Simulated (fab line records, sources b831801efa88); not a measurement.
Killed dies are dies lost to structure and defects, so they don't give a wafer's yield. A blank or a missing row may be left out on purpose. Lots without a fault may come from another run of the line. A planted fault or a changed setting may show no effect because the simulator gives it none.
fab line records | flow gf180mcu
record lots=5 wafers=14 last_day=34
route steps=602 shown V4@493 MIM@503
lots that met no fault: from a run of the same line without faults
start_h: hours from the record's first day to the start of the lot's first wafer shown | wait_h: hours since the lot's step before | " the same as in the row above | L1.1+2: a row that stands for several wafers | - no value, or no start given | * or withheld: withheld | < > ~ a bound
route shown NAME@n: a module of which the file shows steps, and the number in the route of the first | usual: mean/standard deviation of fault-free wafers | same: alike in all rows | chamber/n: place in a boat | sites: the reading at each site | _std_site: their standard deviation | _edge_site: outer sites' mean less inner sites' | radius_mm: how far each site lies from the wafer's centre | mask NAME#n: copy n | behind: the tool/chamber that last shaped the wafer | hold: why the lot was held/for how many hours/how that ended | device: the transistor (n, p or np) that didn't switch | end of line: the same wafers' tests at the end of the route | a step without rows: its recipe alone | killed: dies lost to structure and defects at the first sort, not the wafer's yield | map: a wafer's dies, x killed, . not, _ none there
set.NAME: the setting as run; set.NAME@STEP: as run at that earlier step | model.NAME: the simulator's own value behind a step, which no gauge read
lots at some steps of the route; a table a step, a row a wafer
services: from which hour (start_h, from the record's first day; less than 0 if before it) a tool's chamber was out of use, for how many hours, and why
## steps
# step GF_V4_ETCH_17
# recipe chemistry=C4F8/O2/Ar mask_material=KrF target=SiO2 stop_on=TiN source_w=1500 bias_w=1200 pressure_mtorr=40 c4f8_flow_sccm=withheld O2_flow_sccm=6 Ar_flow_sccm=300 time_s=withheld target_depth_a=6300
# usual oes_product_au=0.856/0.0047
# columns lot.wafer tool chamber start_h wait_h oes_product_au
L774.2 rie_diel-01 2 - - 0.856
L774.3 " 0 " " 0.855
L774.4 " 1 " " 0.851
L777.2 rie_diel-01 3 - - 0.857
L777.4 " 3 " " 0.849
L777.5 " 0 " " 0.853
L782.1 rie_diel-01 3 - - 0.857
L782.2 " 2 " " 0.868
L788.1 rie_diel-01 2 - - 0.856
L788.2 " 1 " " 0.857
L788.3 " 3 " " 0.849
L794.1 rie_diel-04 0 - - 0.852
L794.4 " 3 " " 0.854
L794.5 " 2 " " 0.854
# step GF_V4_STRIP_18
# recipe chemistry=O2/N2 power_w=1400 pressure_mtorr=1500 platen_temp_c=250 o2_flow_sccm=3000 n2_flow_sccm=300 overash_fraction=0.5
# step GF_V4_STRIP_19
# recipe chemistry=post_etch_residue_remover time_s=1200 temp_c=72.5
# step GF_V4_CLEAN_20
# recipe chemistry=DIW dry=n2_spin
# step GF_V4_SPUTTER_21
# recipe material=Ti target_thk_nm=15 chamber_pressure_pa=5 power_w=2500 substrate_temp_c=200 time_s=80.02
# step GF_V4_SPUTTER_22
# recipe material=TiN target_thk_nm=10 chamber_pressure_pa=5 power_w=4000 time_s=40
# step GF_V4_CVD_23
# recipe material=W target_thk_nm=350 time_s=104.9 temp_c=400 pressure_torr=40
# usual heater_power_w=852/72
# columns lot.wafer tool chamber start_h wait_h heater_power_w
L774.2 cvd_w-01 1 582.93 0.0 830
L774.3 " 1 " " 848
L774.4 " 0 " " 689
L777.2 cvd_w-01 1 612.21 0.0 836
L777.4 " 1 " " 829
L777.5 " 1 " " 827
L782.1 cvd_w-02 1 648.27 0.0 928
L782.2 " 0 " " 878
L788.1 cvd_w-01 0 696.21 0.0 726
L788.2 " 1 " " 836
L788.3 " 1 " " 849
L794.1 cvd_w-01 1 731.19 0.0 844
L794.4 " 0 " " 703
L794.5 " 0 " " 705
# step GF_V4_RS_MEAS_24
# recipe thk_meas_gauge=four-point-probe reads=W_of_V4_CVD_23+TiN_of_V4_SPUTTER_22+Ti_of_V4_SPUTTER_21
# usual V4_W_RS=0.326/0.0048
# columns lot.wafer tool chamber start_h wait_h V4_W_RS[ohm/sq]
L774.2 film_metro-02 - 583.06 0.1 0.321
L774.3 " - " " 0.317
L774.4 " - " " 0.332
L777.2 film_metro-02 - 612.34 0.1 0.319
L777.4 " - " " 0.320
L777.5 " - " " 0.316
L782.1 film_metro-04 - 648.38 0.1 0.331
L782.2 " - " " 0.326
L788.1 film_metro-03 - 696.32 0.1 0.331
L788.2 " - " " 0.320
L788.3 " - " " 0.319
L794.1 film_metro-04 - 731.30 0.1 0.315
L794.4 " - " " 0.326
L794.5 " - " " 0.324
# step GF_V4_THK_MEAS_25
# recipe thk_meas_gauge=xrf reads=W_of_V4_CVD_23
# usual V4_W_THK=357/5.7
# columns lot.wafer tool chamber start_h wait_h V4_W_THK[nm]
L774.2 film_metro-02 - 583.17 0.1 364
L774.3 " - " " 370
L774.4 " - " " 351
L777.2 film_metro-02 - 612.45 0.1 367
L777.4 " - " " 369
L777.5 " - " " 372
L782.1 film_metro-04 - 648.50 0.1 353
L782.2 " - " " 358
L788.1 film_metro-03 - 696.44 0.1 354
L788.2 " - " " 367
L788.3 " - " " 369
L794.1 film_metro-04 - 731.42 0.1 366
L794.4 " - " " 353
L794.5 " - " " 354
# step GF_V4_CMP_26
# recipe stop_on=SiO2 down_force_psi=3.5 platen_rpm=60 t_overpolish_s=15 target_thk_nm=0 pad_velocity_m_s=0.94248
# usual motor_current_A=10.6/1.3 overpolish_run_s=15.000/0.0082 platen_rpm=60.00/0.041 time_to_endpoint_s=85.3/2.7
# columns lot.wafer tool chamber start_h wait_h motor_current_A overpolish_run_s platen_rpm time_to_endpoint_s
L774.3 cmp-02 1 583.22 0.0 8.0 15.003 60.06 83.7
L774.2 " 2 " " 10.5 15.008 60.02 84.9
L774.4 " 3 " " 10.2 15.008 60.02 82.1
L777.4 cmp-02 1 612.60 0.1 8.7 15.010 60.03 89.0
L777.2 " 2 " " 10.0 14.999 60.01 91.8
L777.5 " 3 " " 9.9 14.997 59.99 92.1
L782.1 cmp-02 3 648.73 0.2 9.9 15.002 59.97 79.2
L782.2 " 0 " " 11.7 15.004 59.91 82.6
L788.2 cmp-01 2 696.50 0.0 11.1 15.010 60.06 88.6
L788.3 " 3 " " 13.7 15.001 60.00 89.7
L788.1 " 1 " " 11.2 15.008 60.05 79.4
L794.4 cmp-02 1 731.53 0.1 8.4 14.996 59.95 87.5
L794.1 " 2 " " 9.8 14.989 60.03 87.5
L794.5 " 0 " " 12.3 14.991 59.97 85.9
# step GF_MIM_SPUTTER_00
# recipe material=Ti target_thk_nm=37.5 arriving_ion_energy_ev=80 substrate_temp_c=200 chamber_pressure_pa=2 power_w=4000 time_s=150
# usual throttle_valve_pct=29.7/1.1
# columns lot.wafer tool chamber start_h wait_h throttle_valve_pct
L774.2 pvd_sputter-02 - 583.52 0.2 30.0
L774.3 " - " " 31.1
L774.4 " - " " 28.3
L777.2 pvd_sputter-02 - 612.80 0.1 30.9
L777.4 " - " " 28.6
L777.5 " - " " 28.7
L782.1 pvd_sputter-02 - 648.98 0.2 28.7
L782.2 " - " " 28.6
L788.1 pvd_sputter-03 - 696.80 0.1 29.2
L788.2 " - " " 30.7
L788.3 " - " " 31.2
L794.1 pvd_sputter-01 - 731.78 0.1 28.6
L794.4 " - " " 30.0
L794.5 " - " " 30.2
# step GF_MIM_SPUTTER_01
# recipe material=TiN target_thk_nm=30 power_w=6500 time_s=25 chamber_pressure_pa=0.4
# step GF_MIM_SPUTTER_02
# recipe material=AlCu target_thk_nm=450 power_w=10600 time_s=23.9 chamber_pressure_pa=0.4
# usual throttle_valve_pct=29.7/1.1
# columns lot.wafer tool chamber start_h wait_h throttle_valve_pct model.AlCu_of_MIM_SPUTTER_02.thk_nm
L774.2 pvd_sputter-02 - 583.65 0.0 29.8 452.3
L774.3 " - " " 31.2 451.9
L774.4 " - " " 28.4 455.5
L777.2 pvd_sputter-02 - 612.93 0.0 31.3 455.5
L777.4 " - " " 28.4 456.8
L777.5 " - " " 28.6 453.2
L782.1 pvd_sputter-02 - 649.11 0.0 28.6 733.4
L782.2 " - " " 28.6 448.3
L788.1 pvd_sputter-03 - 696.93 0.0 29.2 452.6
L788.2 " - " " 30.6 452
L788.3 " - " " 31.1 452
L794.1 pvd_sputter-01 - 731.91 0.0 28.5 450.3
L794.4 " - " " 30.1 447.5
L794.5 " - " " 29.9 444.4
# step GF_MIM_SPUTTER_03
# recipe material=Ti target_thk_nm=10 substrate_temp_c=300 chamber_pressure_pa=0.3 power_w=3000 time_s=6.7
# usual throttle_valve_pct=29.7/1.1
# columns lot.wafer tool chamber start_h wait_h throttle_valve_pct
L774.2 pvd_sputter-02 - 583.68 0.0 30.1
L774.3 " - " " 31.4
L774.4 " - " " 28.5
L777.2 pvd_sputter-02 - 612.96 0.0 31.2
L777.4 " - " " 28.6
L777.5 " - " " 28.7
L782.1 pvd_sputter-02 - 649.14 0.0 28.6
L782.2 " - " " 28.6
L788.1 pvd_sputter-03 - 696.96 0.0 28.8
L788.2 " - " " 30.4
L788.3 " - " " 31.2
L794.1 pvd_sputter-01 - 731.94 0.0 28.7
L794.4 " - " " 30.2
L794.5 " - " " 29.9
## services
# columns tool chamber start_h hours kind
pvd_sputter-03 - 570.37 10.8 repair
cmp-02 - 572.25 4.0 pm
pvd_sputter-02 2 583.74 - consumable_replace:kit
rie_diel-04 - 584.99 1.5 repair
cmp-02 - 590.29 1.5 repair
pvd_sputter-01 - 594.80 1.5 repair
cmp-01 - 597.85 6.1 pm
pvd_sputter-01 - 603.62 1.2 repair
rie_diel-01 1 610.16 13.2 repair
cmp-02 - 620.96 1.1 repair
rie_diel-04 3 623.31 42.4 repair
cmp-01 - 635.94 0.5 repair
cvd_w-01 - 639.48 0.8 repair
rie_diel-04 2 652.66 5.7 repair
cmp-02 - 655.86 0.8 repair
rie_diel-04 2 660.50 5.2 repair
cvd_w-02 1 680.63 2.9 repair
rie_diel-04 1 687.84 4.3 repair
rie_diel-04 - 693.74 2.3 repair
rie_diel-01 2 698.95 2.8 repair
cmp-02 - 703.92 2.7 repair
rie_diel-01 0 705.33 9.0 repair
cmp-02 - 708.10 0.4 repair
cmp-01 - 717.97 0.5 repair
## key
first_sign none at tools or gauges
model_effect step=GF_MIM_SPUTTER_02 value=AlCu_of_MIM_SPUTTER_02.thk_nm without=446.7 struck=733.4
met_at GF_MIM_SPUTTER_02
struck_wafers L782.1
later_rows_left_out L782.1
sort_left_out L782.1
onset_between 612.93 649.11
fault kind=process_parameter_drift tool=pvd_sputter-02 chamber=- onset_h=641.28 steps=GF_MIM_SPUTTER_02 channel=target_thk_nm offset=286.66 shape=step end_h=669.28 scope=struck_wafers_only acts_in=these_recipes_only stated=450
# sort_left_out: the simulated sort isn't trusted on such a fault, so these wafers' sort isn't shown, and their yield isn't known
# later_rows_left_out: the simulator's readings of these wafers behind a module that went badly wrong aren't trusted and aren't shown, but for the sort
